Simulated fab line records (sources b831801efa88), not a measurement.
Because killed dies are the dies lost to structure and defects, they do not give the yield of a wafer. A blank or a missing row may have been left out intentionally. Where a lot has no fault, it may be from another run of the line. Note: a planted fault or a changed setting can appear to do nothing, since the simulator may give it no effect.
fab line records	flow sky130
record lots=6	wafers=18	last_day=50
route steps=708 shown VIA4@644 PAD_OPEN@708
lots that met no fault: taken from a fault-free run of the same line
start_h: hours from the record's opening day to when the first of the lot's shown wafers began	wait_h: how many hours have passed since the lot's step before this one	" identical to the entry in the row above	L1.1+2: a row that stands for several wafers	- no value, or no start given	* or withheld: withheld	< > ~ a bound
route shown NAME@n: names a module that has steps shown in the file, with the first one's number in the route	usual: the fault-free wafers' mean and standard deviation	same: alike in all rows	chamber/n: place in a boat	sites: each site's reading	_std_site: standard deviation across them	_edge_site: mean of outer sites minus mean of inner sites	radius_mm: how far each site lies from the wafer's centre	mask NAME#n: copy n	behind: the most recent tool/chamber to have shaped the wafer	hold: why the lot was held/for how many hours/how that ended	device: the n, p or np transistor that did not switch	end of line: at the end of the route, the tests of the same wafers	a step without rows: its recipe alone	killed: not the wafer's yield, but the dies lost to structure and defects at the first sort	map: per-die view of a wafer (x killed, . not killed, _ where there is no die)
set.NAME: setting as actually run; set.NAME@STEP: the setting as run at that earlier step	model.NAME: the simulator's own value behind a step, which no gauge read
lots at some steps of the route; a table a step, a row a wafer
services: the hour from which a tool's chamber was out of use, counted from the record's first day as start_h (under 0 if before that day), plus the number of hours and why
## steps
# step SKY_VIA4_HMDS_05
# recipe prime_time_s=60	prime_temp_c=120
# step SKY_VIA4_COAT_06
# recipe resist=NOVOLAK	spin_rpm=3000	resist_thk_nm=1140
# step SKY_VIA4_SOFTBAKE_07
# recipe temp_c=90	time_s=57.67	resist=NOVOLAK
# step SKY_VIA4_EXPOSE_08
# recipe mask_id=VIM4	na=0.6	source_shape=conventional	sigma_outer=0.6	polarization=unpolarized	target_cd_nm=800	dose_mj=132
# step SKY_VIA4_PEB_09
# recipe temp_c=withheld	time_s=*	resist=NOVOLAK
# step SKY_VIA4_DEVELOP_10
# recipe resist=NOVOLAK	developer=TMAH	develop_time_s=60	dev_temp_c=23
# step SKY_VIA4_OVL_MEAS_11
# usual VIA4_OVL=-0.1/1.4
lot.wafer	tool	chamber	start_h	wait_h	VIA4_OVL[nm]
L122.1	overlay-01	-	1020.38	0.1	-1.9
L122.4	"	-	"	"	-0.5
L122.6	"	-	"	"	0.7
L134.3	overlay-02	-	1105.10	0.1	-1.0
L134.4	"	-	"	"	1.8
L134.5	"	-	"	"	0.7
L136.2	overlay-01	-	1116.34	0.1	-0.7
L136.5	"	-	"	"	0.1
L136.6	"	-	"	"	-2.6
L135.2	overlay-02	-	1118.62	0.1	-1.0
L135.3	"	-	"	"	-0.8
L135.5	"	-	"	"	-2.5
L137.1	overlay-02	-	1128.21	0.1	-0.2
L137.2	"	-	"	"	-0.5
L137.6	"	-	"	"	-1.4
L140.1	overlay-02	-	1135.19	0.1	1.5
L140.2	"	-	"	"	2.7
L140.6	"	-	"	"	2.5
# step SKY_VIA4_ETCH_12
# recipe target=SiO2	chemistry=C4F8/O2/Ar	stop_on=TiN	mask_material=NOVOLAK	source_w=1500	bias_w=1200	pressure_mtorr=40	c4f8_flow_sccm=withheld	O2_flow_sccm=6	Ar_flow_sccm=300	time_s=withheld	target_depth_a=5800
# usual oes_product_au=0.926/0.0049
lot.wafer	tool	chamber	start_h	wait_h	oes_product_au
L122.1	rie_diel-03	1	1020.42	0.0	0.932
L122.4	"	2	"	"	0.926
L122.6	"	3	"	"	0.919
L134.3	rie_diel-03	0	1105.12	0.0	0.918
L134.4	"	1	"	"	0.927
L134.5	"	2	"	"	0.923
L136.2	rie_diel-02	2	1116.37	0.0	0.928
L136.5	"	2	"	"	0.925
L136.6	"	3	"	"	0.926
L135.2	rie_diel-01	0	1118.65	0.0	0.919
L135.3	"	1	"	"	0.926
L135.5	"	2	"	"	0.927
L137.1	rie_diel-01	1	1128.25	0.0	0.926
L137.2	"	2	"	"	0.928
L137.6	"	3	"	"	0.921
L140.1	rie_diel-02	1	1135.22	0.0	0.923
L140.2	"	3	"	"	0.930
L140.6	"	3	"	"	0.927
# step SKY_VIA4_STRIP_13
# recipe chemistry=O2/N2	power_w=1400	pressure_mtorr=1500	platen_temp_c=withheld	o2_flow_sccm=3000	n2_flow_sccm=300	overash_fraction=0.5
# usual drypump_motor_current_A=5.7/0.46	o2_flow_sccm=3000/10	oes_product_au=0.710/0.0045	strip_time_to_endpoint_s=12.805/0.025
lot.wafer	tool	chamber	start_h	wait_h	drypump_motor_current_A	o2_flow_sccm	oes_product_au	rf_hours_counter_h	strip_time_to_endpoint_s
L122.1	plasma_asher-02	0	1020.49	-	6.3	3006	0.704	55	12.796
L122.4	"	0	"	"	6.3	2994	0.705	-	12.797
L122.6	"	1	"	"	5.4	2996	0.706	-	12.820
L134.3	plasma_asher-02	1	1105.23	-	5.5	2983	0.711	-	12.845
L134.4	"	0	"	"	6.4	3015	0.711	-	12.779
L134.5	"	0	"	"	6.4	3005	0.708	-	12.819
L136.2	plasma_asher-04	0	1116.45	-	5.9	2999	0.708	5	12.817
L136.5	"	1	"	"	4.9	2999	0.718	-	12.820
L136.6	"	0	"	"	5.9	3008	0.721	-	12.811
L135.2	plasma_asher-02	1	1118.72	-	5.4	3000	0.716	64	12.832
L135.3	"	1	"	"	5.4	2986	0.711	-	12.772
L135.5	"	0	"	"	6.3	2994	0.708	-	12.810
L137.1	plasma_asher-02	0	1128.32	-	6.3	2992	0.708	65	12.819
L137.2	"	1	"	"	5.5	2998	0.708	65	12.842
L137.6	"	0	"	"	6.3	2982	0.705	-	12.813
L140.1	plasma_asher-03	0	1135.30	-	5.9	2995	0.706	101	12.790
L140.2	"	1	"	"	5.6	3002	0.705	101	12.844
L140.6	"	1	"	"	5.7	3002	0.720	-	12.810
# step SKY_VIA4_STRIP_14
# recipe chemistry=post_etch_residue_remover	time_s=1200	temp_c=72.5
# step SKY_VIA4_CLEAN_15
# recipe chemistry=IPA	time_s=180	temp_c=25
# step SKY_VIA4_CLEAN_16
# recipe chemistry=O3/DIW	dry=n2_spin
# step SKY_VIA4_SPUTTER_17
# recipe material=TiN	target_thk_nm=20	chamber_pressure_pa=5	power_w=4000	time_s=80
# usual cathode_dc_power_W=4000.1/0.71	chamber_pressure_pa=5.000/0.01	throttle_valve_pct=29.8/0.96
lot.wafer	tool	chamber	start_h	wait_h	cathode_dc_power_W	chamber_pressure_pa	throttle_valve_pct
L122.1	pvd_sputter-02	-	1021.12	0.0	4000.1	5.006	29.2
L122.4	"	-	"	"	3999.5	4.999	28.9
L122.6	"	-	"	"	4000.7	4.997	28.9
L134.3	pvd_sputter-04	-	1105.83	0.0	-	-	-
L134.4	"	-	"	"	-	-	-
L134.5	"	-	"	"	-	-	-
L136.2	pvd_sputter-04	-	1117.10	0.0	3999.9	4.993	28.5
L136.5	"	-	"	"	4000.5	5.001	28.2
L136.6	"	-	"	"	4000.1	4.985	30.2
L135.2	pvd_sputter-03	-	1119.39	0.0	-	-	-
L135.3	"	-	"	"	-	-	-
L135.5	"	-	"	"	-	-	-
L137.1	pvd_sputter-03	-	1128.91	0.0	4000.7	4.999	30.9
L137.2	"	-	"	"	3999.9	5.014	29.9
L137.6	"	-	"	"	4001.3	4.986	28.9
L140.1	pvd_sputter-04	-	1136.00	0.0	3999.1	4.987	31.0
L140.2	"	-	"	"	4000.5	5.011	31.2
L140.6	"	-	"	"	3999.5	5.012	28.3
# step SKY_VIA4_CVD_18
# recipe material=W	target_thk_nm=505	time_s=152.14	temp_c=400	pressure_torr=39.01
# usual heater_power_w=898/59
lot.wafer	tool	chamber	start_h	wait_h	heater_power_w
L122.1	cvd_w-01	0	1021.18	0.0	968
L122.4	"	1	"	"	907
L122.6	"	1	"	"	892
L134.3	cvd_w-01	0	1105.94	0.1	970
L134.4	"	1	"	"	890
L134.5	"	0	"	"	976
L136.2	cvd_w-01	1	1117.16	0.0	906
L136.5	"	1	"	"	915
L136.6	"	0	"	"	980
L135.2	cvd_w-01	1	1119.48	0.1	927
L135.3	"	0	"	"	959
L135.5	"	0	"	"	1005
L137.1	cvd_w-01	1	1128.97	0.0	896
L137.2	"	1	"	"	909
L137.6	"	1	"	"	887
L140.1	cvd_w-01	0	1136.06	0.0	982
L140.2	"	1	"	"	887
L140.6	"	1	"	"	912
# step SKY_PAD_OPEN_PROBE_99
# usual defect_limited_yield=82.4/1.7	killed_at_M0_to_M3=44/6.9	killed_at_M4_up=3.3/1.7	killed_at_contacts=24/4.7	killed_at_front_end=15/4.5	killed_at_other=0.2/0.49	killed_dies=86/8.4	killed_on_rim=17/4.2	killed_open=47/6.5	killed_short=39/6	sort_bin_3_pad_short=0.9/0.4	sort_bin_5_function=10.4/1.5	sort_bin_6_memory=6.3/1	sort_n_pass=406/8.4	sort_yield_pct=82.4/1.7
# same gross_dies=492	killed_at_back_side=0	sort_bin_4_leakage[%]=0	sort_bin_8_speed[%]=0
lot.wafer	tool	chamber	start_h	wait_h	defect_limited_yield[%]	killed_at_M0_to_M3	killed_at_M4_up	killed_at_contacts	killed_at_front_end	killed_at_other	killed_dies	killed_on_rim	killed_open	killed_short	sort_bin_3_pad_short[%]	sort_bin_5_function[%]	sort_bin_6_memory[%]	sort_n_pass	sort_yield_pct[%]
L122.1	prober-02	-	1090.80	0.1	82.3	42	4	29	12	0	87	18	42	45	0.8	9.6	7.3	405	82.3
L122.4	prober-02	-	1090.95	0.2	84.3	32	3	30	12	0	77	18	39	38	0.2	10.0	5.5	415	84.3
L122.6	prober-02	-	1091.05	0.2	80.5	51	2	27	16	0	96	24	46	50	1.0	12.6	5.9	396	80.5
L134.3	prober-01	-	1165.94	0.2	0	47	412	15	17	1	492	96	40	41	0.6	93.9	5.5	0	0
L134.4	prober-01	-	1165.99	0.2	0	50	404	24	14	0	492	96	52	41	0.8	92.9	6.3	0	0
L134.5	prober-01	-	1166.04	0.2	0	49	405	26	11	1	492	96	49	41	1.0	92.9	6.1	0	0
L136.2	prober-02	-	1176.69	0.1	83.9	44	3	22	10	0	79	14	34	45	1.0	9.6	5.5	413	83.9
L136.5	prober-02	-	1176.84	0.2	80.7	46	5	27	17	0	95	22	51	44	1.6	9.8	7.9	397	80.7
L136.6	prober-02	-	1176.89	0.2	83.5	41	2	22	16	0	81	21	50	31	0.2	10.8	5.5	411	83.5
L135.2	prober-01	-	1179.46	0.1	0	48	408	22	13	1	492	96	49	39	1.0	91.9	7.1	0	0
L135.3	prober-01	-	1179.51	0.2	0	54	395	24	19	0	492	96	52	47	0.6	92.9	6.5	0	0
L135.5	prober-01	-	1179.61	0.2	0	49	410	26	7	0	492	96	41	46	0.4	93.1	6.5	0	0
L137.1	prober-01	-	1185.93	0.1	81.9	44	6	19	20	0	89	17	40	49	1.2	10.4	6.5	403	81.9
L137.2	prober-01	-	1185.98	0.1	81.3	45	4	21	22	0	92	19	45	47	1.2	10.0	7.5	400	81.3
L137.6	prober-01	-	1186.18	0.2	83.3	50	4	14	14	0	82	26	47	35	1.8	8.3	6.5	410	83.3
L140.1	prober-01	-	1192.06	0.1	78.9	52	1	26	25	0	104	26	57	47	0.6	14.0	6.5	388	78.9
L140.2	prober-01	-	1192.11	0.1	80.9	61	3	13	15	2	94	21	53	41	0.6	11.4	7.1	398	80.9
L140.6	prober-01	-	1192.31	0.2	81.7	37	5	25	23	0	90	18	49	41	1.0	12.8	4.5	402	81.7
# killed by level:class
L122.1 CONTACT:geometric_particle:open=14 METAL2:geometric_particle:short=9 VIA1:geometric_particle:open=8 LOCAL_INTERCONNECT:geometric_particle:short=8 VIA1:geometric_particle:short=6 VIA2:geometric_particle:open=6 POLY_GATE:geometric_particle:short=5 METAL1:geometric_particle:short=5
L122.4 CONTACT:geometric_particle:open=9 CONTACT:geometric_particle:short=7 LOCAL_INTERCONNECT:geometric_particle:short=6 METAL1:geometric_particle:short=6 VIA1:geometric_particle:open=6 VIA2:geometric_particle:open=6 FIELD_ISO:geometric_particle:open=5 FIELD_ISO:geometric_particle:short=5
L122.6 VIA1:geometric_particle:open=14 CONTACT:geometric_particle:short=11 VIA1:geometric_particle:short=8 METAL1:geometric_particle:short=7 CONTACT:geometric_particle:open=7 VIA3:geometric_particle:open=6 METAL2:geometric_particle:short=5 VIA2:geometric_particle:open=4
L134.3 VIA4:area_sputter=411 VIA1:geometric_particle:open=17 POLY_GATE:geometric_particle:short=7 LOCAL_INTERCONNECT:geometric_particle:short=5 METAL1:geometric_particle:short=5 VIA1:geometric_particle:short=5 METAL2:geometric_particle:short=5 VIA2:geometric_particle:open=4
L134.4 VIA4:area_sputter=399 VIA1:geometric_particle:open=17 LOCAL_INTERCONNECT:geometric_particle:short=9 VIA2:geometric_particle:open=8 VIA3:geometric_particle:open=7 METAL2:geometric_particle:short=5 METAL4:geometric_particle:short=5 POLY_GATE:geometric_particle:open=4
L134.5 VIA4:area_sputter=402 VIA1:geometric_particle:open=11 VIA3:geometric_particle:open=9 CONTACT:geometric_particle:open=8 VIA1:geometric_particle:short=7 LI_CONTACT:geometric_particle:open=6 LOCAL_INTERCONNECT:geometric_particle:short=5 CONTACT:geometric_particle:short=4
L136.2 LOCAL_INTERCONNECT:geometric_particle:short=9 VIA1:geometric_particle:open=8 POLY_GATE:geometric_particle:short=7 CONTACT:geometric_particle:open=7 VIA1:geometric_particle:short=5 VIA2:geometric_particle:open=5 VIA3:geometric_particle:short=5 METAL3:geometric_particle:short=4
L136.5 VIA1:geometric_particle:open=11 LI_CONTACT:geometric_particle:open=9 POLY_GATE:geometric_particle:open=7 LOCAL_INTERCONNECT:geometric_particle:short=7 CONTACT:geometric_particle:open=6 VIA2:geometric_particle:open=6 VIA1:geometric_particle:short=6 METAL1:geometric_particle:short=5
L136.6 VIA1:geometric_particle:open=9 CONTACT:geometric_particle:open=9 VIA2:geometric_particle:short=8 FIELD_ISO:geometric_particle:open=7 VIA2:geometric_particle:open=6 VIA3:geometric_particle:open=6 LI_CONTACT:geometric_particle:open=5 LOCAL_INTERCONNECT:geometric_particle:short=4
L135.2 VIA4:area_sputter=404 VIA1:geometric_particle:open=10 FIELD_ISO:geometric_particle:open=7 LI_CONTACT:geometric_particle:open=7 CONTACT:geometric_particle:open=7 VIA2:geometric_particle:open=7 VIA1:geometric_particle:short=6 VIA2:geometric_particle:short=5
L135.3 VIA4:area_sputter=393 VIA1:geometric_particle:open=13 LI_CONTACT:geometric_particle:open=10 VIA3:geometric_particle:open=8 VIA2:geometric_particle:open=8 POLY_GATE:geometric_particle:short=6 CONTACT:geometric_particle:short=5 METAL1:geometric_particle:short=5
L135.5 VIA4:area_sputter=405 CONTACT:geometric_particle:short=9 VIA1:geometric_particle:open=9 CONTACT:geometric_particle:open=8 METAL2:geometric_particle:short=6 VIA3:geometric_particle:open=6 VIA2:geometric_particle:short=6 VIA2:geometric_particle:open=5
L137.1 METAL2:geometric_particle:short=11 CONTACT:geometric_particle:open=10 METAL1:geometric_particle:short=7 FIELD_ISO:geometric_particle:open=6 VIA1:geometric_particle:open=6 VIA1:geometric_particle:short=5 VIA2:geometric_particle:open=5 POLY_GATE:geometric_particle:short=4
L137.2 VIA1:geometric_particle:open=12 CONTACT:geometric_particle:open=10 METAL2:geometric_particle:short=8 POLY_GATE:geometric_particle:open=7 VIA1:geometric_particle:short=6 METAL1:geometric_particle:short=6 POLY_GATE:geometric_particle:short=5 FIELD_ISO:geometric_particle:short=4
L137.6 VIA1:geometric_particle:open=12 VIA1:geometric_particle:short=10 VIA3:geometric_particle:open=7 METAL2:geometric_particle:short=6 VIA2:geometric_particle:open=5 LI_CONTACT:geometric_particle:open=5 FIELD_ISO:geometric_particle:open=4 POLY_GATE:geometric_particle:short=4
L140.1 FIELD_ISO:geometric_particle:short=10 LI_CONTACT:geometric_particle:open=10 VIA1:geometric_particle:open=9 VIA2:geometric_particle:short=8 VIA3:geometric_particle:open=8 POLY_GATE:geometric_particle:open=7 CONTACT:geometric_particle:open=7 VIA2:geometric_particle:open=5
L140.2 VIA1:geometric_particle:open=19 METAL2:geometric_particle:short=8 VIA2:geometric_particle:open=8 POLY_GATE:geometric_particle:open=6 VIA3:geometric_particle:open=5 CONTACT:geometric_particle:open=5 METAL1:geometric_particle:short=4 VIA1:geometric_particle:short=4
L140.6 VIA1:geometric_particle:open=9 VIA3:geometric_particle:open=8 FIELD_ISO:geometric_particle:open=7 CONTACT:geometric_particle:open=7 FIELD_ISO:geometric_particle:short=6 METAL4:geometric_particle:short=5 CONTACT:geometric_particle:short=5 LI_CONTACT:geometric_particle:open=5
# map L134.3 (x killed, . not)
__________xxxxxxxxxx_________
________xxxxxxxxxxxxxx_______
______xxxxxxxxxxxxxxxxxx_____
_____xxxxxxxxxxxxxxxxxxxx____
____xxxxxxxxxxxxxxxxxxxxxx___
___xxxxxxxxxxxxxxxxxxxxxxxx__
__xxxxxxxxxxxxxxxxxxxxxxxxxx_
_xxxxxxxxxxxxxxxxxxxxxxxxxxxx
_xxxxxxxxxxxxxxxxxxxxxxxxxxxx
_xxxxxxxxxxxxxxxxxxxxxxxxxxxx
_xxxxxxxxxxxxxxxxxxxxxxxxxxxx
_xxxxxxxxxxxxxxxxxxxxxxxxxxxx
_xxxxxxxxxxxxxxxxxxxxxxxxxxxx
_xxxxxxxxxxxxxxxxxxxxxxxxxxxx
_xxxxxxxxxxxxxxxxxxxxxxxxxxxx
__xxxxxxxxxxxxxxxxxxxxxxxxxx_
___xxxxxxxxxxxxxxxxxxxxxxxx__
____xxxxxxxxxxxxxxxxxxxxxx___
_____xxxxxxxxxxxxxxxxxxxx____
______xxxxxxxxxxxxxxxxxx_____
________xxxxxxxxxxxxxx_______
__________xxxxxxxxxx_________
# map L135.2 (x killed, . not)
__________xxxxxxxxxx_________
________xxxxxxxxxxxxxx_______
______xxxxxxxxxxxxxxxxxx_____
_____xxxxxxxxxxxxxxxxxxxx____
____xxxxxxxxxxxxxxxxxxxxxx___
___xxxxxxxxxxxxxxxxxxxxxxxx__
__xxxxxxxxxxxxxxxxxxxxxxxxxx_
_xxxxxxxxxxxxxxxxxxxxxxxxxxxx
_xxxxxxxxxxxxxxxxxxxxxxxxxxxx
_xxxxxxxxxxxxxxxxxxxxxxxxxxxx
_xxxxxxxxxxxxxxxxxxxxxxxxxxxx
_xxxxxxxxxxxxxxxxxxxxxxxxxxxx
_xxxxxxxxxxxxxxxxxxxxxxxxxxxx
_xxxxxxxxxxxxxxxxxxxxxxxxxxxx
_xxxxxxxxxxxxxxxxxxxxxxxxxxxx
__xxxxxxxxxxxxxxxxxxxxxxxxxx_
___xxxxxxxxxxxxxxxxxxxxxxxx__
____xxxxxxxxxxxxxxxxxxxxxx___
_____xxxxxxxxxxxxxxxxxxxx____
______xxxxxxxxxxxxxxxxxx_____
________xxxxxxxxxxxxxx_______
__________xxxxxxxxxx_________
## services
tool	chamber	start_h	hours	kind
plasma_asher-02	-	1009.30	3.3	repair
rie_diel-03	0	1016.69	7.1	repair
pvd_sputter-04	0	1044.01	-	consumable_replace:kit
pvd_sputter-04	0	1044.01	18.0	scheduled_down
pvd_sputter-04	0	1044.01	18.0	vent_cycle
plasma_asher-03	-	1048.70	0.7	repair
plasma_asher-03	-	1052.56	2.0	repair
plasma_asher-04	-	1055.25	9.0	pm
plasma_asher-04	0	1055.25	9.0	vent_cycle
plasma_asher-04	1	1055.25	9.0	vent_cycle
plasma_asher-04	0	1064.25	-	clean
plasma_asher-04	1	1064.25	-	clean
pvd_sputter-02	2	1066.52	-	consumable_replace:kit
pvd_sputter-02	2	1066.52	18.0	scheduled_down
cvd_w-01	-	1069.49	1.6	repair
pvd_sputter-03	1	1078.82	-	consumable_replace:kit
pvd_sputter-03	1	1078.82	18.0	scheduled_down
pvd_sputter-03	1	1078.82	18.0	vent_cycle
pvd_sputter-03	-	1097.06	10.1	repair
plasma_asher-02	-	1102.52	1.6	repair
plasma_asher-04	-	1110.06	2.8	pm
pvd_sputter-02	-	1124.57	3.7	repair
cvd_w-01	0	1128.97	4.4	repair
plasma_asher-03	-	1129.10	1.5	repair
## key
first_sign step=SKY_VIA4_SPUTTER_17	reading=tool_record	direction=missing
effect step=SKY_PAD_OPEN_PROBE_99	reading=killed_at_M4_up	direction=up	sigmas=99+	usual=3.3	struck=405.7
more_kills_born_at SKY_VIA4_SPUTTER_17@pvd_sputter-04=1212	SKY_VIA4_SPUTTER_17@pvd_sputter-03=1202
met_at SKY_VIA4_SPUTTER_17
struck_wafers L134.3,L134.4,L134.5,L135.2,L135.3,L135.5
later_rows_left_out L134.3,L134.4,L134.5,L135.2,L135.3,L135.5
fault kind=skipped_step_whole	tool=pvd_sputter-03,pvd_sputter-04	chamber=-	onset_h=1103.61	steps=SKY_VIA4_SPUTTER_17	scope=struck_lots_only
# later_rows_left_out: the simulator's readings of these wafers behind a module that went badly wrong aren't trusted and aren't shown, but for the sort
